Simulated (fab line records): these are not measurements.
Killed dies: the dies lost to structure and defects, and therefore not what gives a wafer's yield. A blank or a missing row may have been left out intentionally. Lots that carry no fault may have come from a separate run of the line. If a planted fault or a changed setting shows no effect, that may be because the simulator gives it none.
Chamber matching + flow gf180mcu + 4 sister chambers for GF_STI_ETCH_13 on rie_diel-01
The step etches the open film in CHF3/O2, stops on Si, target depth 282.31 nm, time 112.9 s. 4 wafers are shown with their chamber, then 8 later ones without.

## EACH WAFER AND ITS CHAMBER
| wafer  | chamber | rf_fwd_power_W (W) |
|--------|---------|--------------------|
| L908.6 | 0       | 595.5              |
| L915.3 | 3       | 595.5              |
| L915.4 | 1       | 593.4              |
| L918.2 | 2       | 596.0              |

## WAFERS WITH NO CHAMBER GIVEN
| wafer  | rf_fwd_power_W (W) |
|--------|--------------------|
| L918.5 | 600.9              |
| L918.6 | 592.6              |
| L920.2 | 597.3              |
| L920.4 | 595.7              |
| L920.6 | 595.5              |
| L921.1 | 599.1              |
| L921.4 | 599.3              |
| L921.6 | 595.8              |

## WHICH CHAMBER EACH ONE RAN IN
| wafer  | from the rows above               | in truth |
|--------|-----------------------------------|----------|
| L918.5 | can't be placed: 2 or 0 or 3 or 1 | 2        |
| L918.6 | can't be placed: 1 or 0 or 3 or 2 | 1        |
| L920.2 | can't be placed: 2 or 0 or 3 or 1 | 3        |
| L920.4 | can't be placed: 0 or 3 or 2 or 1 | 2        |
| L920.6 | can't be placed: 0 or 3 or 2 or 1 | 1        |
| L921.1 | can't be placed: 2 or 0 or 3 or 1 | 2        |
| L921.4 | can't be placed: 2 or 0 or 3 or 1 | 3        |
| L921.6 | can't be placed: 2 or 0 or 3 or 1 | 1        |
Correct placement for 0 of the 8. Can't be placed from these rows: 8 (the true chamber is among the candidates in 8). 0 placed wrongly.
How it was worked out, from the rows above alone: a wafer's distance from a chamber is the root of the sum, over the readings, of the square of ((its reading less the chamber's mean) divided by the reading's scatter). The wafer belongs to the nearest chamber; if the next one is less than 2 further off, it can't be placed. A chamber's mean is the mean of its shown wafers. The scatter: root of mean squared gap, hidden wafer to nearest shown wafer, with one shown wafer a chamber.
